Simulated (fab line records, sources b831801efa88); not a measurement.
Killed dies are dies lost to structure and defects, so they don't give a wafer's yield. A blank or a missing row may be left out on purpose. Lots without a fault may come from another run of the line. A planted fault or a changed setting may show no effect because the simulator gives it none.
Which tool did it? | flow gf180mcu | 11 lots, 32 wafers sampled, at 5 steps of a route of 602

WHAT THE GAUGES READ, wafer by wafer
GF_M4_CD_MEAS_14: target cd 280 nm. Usual: cd_nm 280.5 nm, standard deviation 1.5.
lot  | measured     | on        | cd_nm (nm)        | flag
L109 | day 23 10:34 | cd_sem-01 | 279.9 281.6 280.1 |
L110 | day 23 18:39 | cd_sem-02 | 278.2 277.5 278.0 |
L111 | day 24 05:36 | cd_sem-01 | 280.4 279.6 279.2 |
L120 | day 27 11:50 | cd_sem-01 | 189.9 279.8       | OFF
L122 | day 27 16:03 | cd_sem-01 | 278.8 279.0 278.5 |
L123 | day 28 00:34 | cd_sem-02 | 281.5 281.6 282.4 |
L126 | day 29 00:57 | cd_sem-02 | 280.6 280.5 280.5 |
L129 | day 29 14:30 | cd_sem-02 | 281.6 282.3 280.0 |
L130 | day 29 22:01 | cd_sem-02 | 281.0 281.7 282.4 |
L131 | day 30 05:20 | cd_sem-02 | 283.3 282.7 283.5 |
L132 | day 30 13:15 | cd_sem-02 | 281.3 281.9 281.7 |

WHICH TOOL RAN EACH LOT (tool, then ch and the chambers of the sampled wafers, then the start)
lot  | GF_V1_CMP_26                  | GF_V2_ETCH_16                      | GF_M3_SPUTTER_02             | GF_M4_EXPOSE_11
L109 | cmp-02 ch 1,2, day 18 04:07   | rie_diel-03 ch 0,1, day 20 06:52   | pvd_sputter-01, day 20 08:21 | krf_scanner-02 ch 0, day 22 23:20
L110 | cmp-02 ch 2,3, day 18 14:31   | rie_diel-04 ch 0,2,3, day 20 17:07 | pvd_sputter-02, day 20 18:36 | krf_scanner-01 ch 0, day 23 07:34
L111 | cmp-02 ch 1,2,3, day 19 00:29 | rie_diel-01 ch 1,2, day 21 03:35   | pvd_sputter-01, day 21 05:05 | krf_scanner-02 ch 0, day 23 18:49
L120 | cmp-01 ch 0,1, day 22 16:00   | rie_diel-04 ch 0,2, day 24 15:32   | pvd_sputter-01, day 24 17:02 | krf_scanner-02 ch 0, day 27 01:38
L122 | cmp-01 ch 0,2,3, day 22 23:43 | rie_diel-01 ch 1,2,3, day 24 21:31 | pvd_sputter-01, day 24 22:59 | krf_scanner-01 ch 0, day 27 06:28
L123 | cmp-02 ch 1,2,3, day 23 09:22 | rie_diel-03 ch 0,1, day 25 06:46   | pvd_sputter-04, day 25 08:36 | krf_scanner-01 ch 0, day 27 15:22
L126 | cmp-02 ch 0,2, day 24 11:17   | rie_diel-01 ch 0,1,2, day 26 08:19 | pvd_sputter-04, day 26 09:55 | krf_scanner-01 ch 0, day 28 15:26
L129 | cmp-01 ch 0,1,2, day 25 02:40 | rie_diel-03 ch 0,1,3, day 26 23:26 | pvd_sputter-01, day 27 01:16 | krf_scanner-01 ch 0, day 29 05:46
L130 | cmp-02 ch 0,2,3, day 25 11:45 | rie_diel-04 ch 0,2,3, day 27 07:54 | pvd_sputter-01, day 27 09:24 | krf_scanner-01 ch 0, day 29 12:55
L131 | cmp-02 ch 0,2,3, day 25 19:45 | rie_diel-04 ch 0,2,3, day 27 14:53 | pvd_sputter-04, day 27 17:05 | krf_scanner-02 ch 0, day 29 20:22
L132 | cmp-02 ch 1,2, day 26 05:08   | rie_diel-01 ch 0,1, day 27 23:50   | pvd_sputter-01, day 28 01:26 | krf_scanner-01 ch 0, day 30 04:31
- GF_V1_CMP_26: polishes, stops on SiO2, t overpolish 15 s, target thk 0 nm.
- GF_V2_ETCH_16: etches BARC in N2/H2.
- GF_M3_SPUTTER_02: material AlCu, target thk 450 nm, time 23.9 s.
- GF_M4_EXPOSE_11: exposes mask Metal4, target cd 280 nm.

WHAT THE TOOLS THEMSELVES READ (means of the sampled wafers that have a number; where no wafer has one, the mark that the record gives instead)
GF_V1_CMP_26. Usual: motor_current_A 11.1 A, standard deviation 1.2; overpolish_run_s 15.000 s, standard deviation 0.0086; slurry_filter_dp_kPa 13.48 kPa, standard deviation 0.14; time_to_endpoint_s 86 s, standard deviation 3.7.
lot  | tool   | motor_current_A (A) | overpolish_run_s (s) | slurry_filter_dp_kPa (kPa) | time_to_endpoint_s (s) | flag
L109 | cmp-02 | 9.9                 | 14.998               | 13.64                      | 81                     |
L110 | cmp-02 | 11.5                | 14.992               | 13.48                      | 83                     |
L111 | cmp-02 | 10.4                | 15.007               | 13.46                      | 82                     |
L120 | cmp-01 | 11.6                | 14.995               | 13.69                      | 89                     |
L122 | cmp-01 | 10.3                | 15.000               | 13.54                      | 86                     |
L123 | cmp-02 | 11.1                | 15.002               | 13.31                      | 85                     |
L126 | cmp-02 | 10.5                | 14.999               | 13.44                      | 86                     |
L129 | cmp-01 | 10.5                | 15.005               | 13.71                      | 86                     |
L130 | cmp-02 | 11.4                | 15.002               | 13.53                      | 88                     |
L131 | cmp-02 | 11.5                | 15.004               | 13.37                      | 89                     |
L132 | cmp-02 | 10.3                | 15.004               | 13.48                      | 84                     |

GF_V2_ETCH_16. Usual: drypump_motor_current_A 5.60 A, standard deviation 0.28; oes_product_au 0.853 a.u., standard deviation 0.0051; throttle_valve_pct 13.225 %, standard deviation 0.0083.
lot  | tool        | drypump_motor_current_A (A) | oes_product_au (a.u.) | throttle_valve_pct (%) | flag
L109 | rie_diel-03 | 5.73                        | 0.855                 | 13.226                 |
L110 | rie_diel-04 | 5.48                        | 0.855                 | 13.219                 |
L111 | rie_diel-01 | 5.54                        | 0.849                 | 13.227                 |
L120 | rie_diel-04 | 5.46                        | 0.855                 | 13.218                 |
L122 | rie_diel-01 | 5.76                        | 0.848                 | 13.231                 |
L123 | rie_diel-03 | 5.81                        | 0.852                 | 13.230                 |
L126 | rie_diel-01 | 5.40                        | 0.853                 | 13.220                 |
L129 | rie_diel-03 | 5.79                        | 0.853                 | 13.228                 |
L130 | rie_diel-04 | 5.48                        | 0.851                 | 13.231                 |
L131 | rie_diel-04 | 5.48                        | 0.855                 | 13.220                 |
L132 | rie_diel-01 | 5.24                        | 0.854                 | 13.230                 |

GF_M3_SPUTTER_02. Usual: throttle_valve_pct 30.0 %, standard deviation 1.2.
lot  | tool           | throttle_valve_pct (%) | flag
L109 | pvd_sputter-01 | 28.8                   |
L110 | pvd_sputter-02 | 30.5                   |
L111 | pvd_sputter-01 | 29.4                   |
L120 | pvd_sputter-01 | 28.7                   |
L122 | pvd_sputter-01 | 30.2                   |
L123 | pvd_sputter-04 | 30.2                   |
L126 | pvd_sputter-04 | 30.5                   |
L129 | pvd_sputter-01 | 30.3                   |
L130 | pvd_sputter-01 | 29.0                   |
L131 | pvd_sputter-04 | 31.3                   |
L132 | pvd_sputter-01 | 29.3                   |

THE ANSWER, worked out from the rows above alone
Rule: a lot is off if the mean of its wafers that have a number lies more than 3 standard deviations from the usual mean. A lot without any number at a reading at which 4 lots or more have one is off too. The other lots that the step has rows for count as sound. The gauges are gone through in route order, then the tools' own readings, and for those a lot's mean is taken as printed above. The first step at which some lot is off is used, and at that step the reading that is off furthest; a lot without a number counts as furthest.
Off: L120, at GF_M4_CD_MEAS_14 (cd_nm).
A tool fits if, at a process step before that reading, it ran every lot that is off, and no sound lot after the first of them. The gauges at GF_M4_CD_MEAS_14 are tried like those tools. None of those tried fits.

WHAT THE SIMULATOR HAD PUT IN
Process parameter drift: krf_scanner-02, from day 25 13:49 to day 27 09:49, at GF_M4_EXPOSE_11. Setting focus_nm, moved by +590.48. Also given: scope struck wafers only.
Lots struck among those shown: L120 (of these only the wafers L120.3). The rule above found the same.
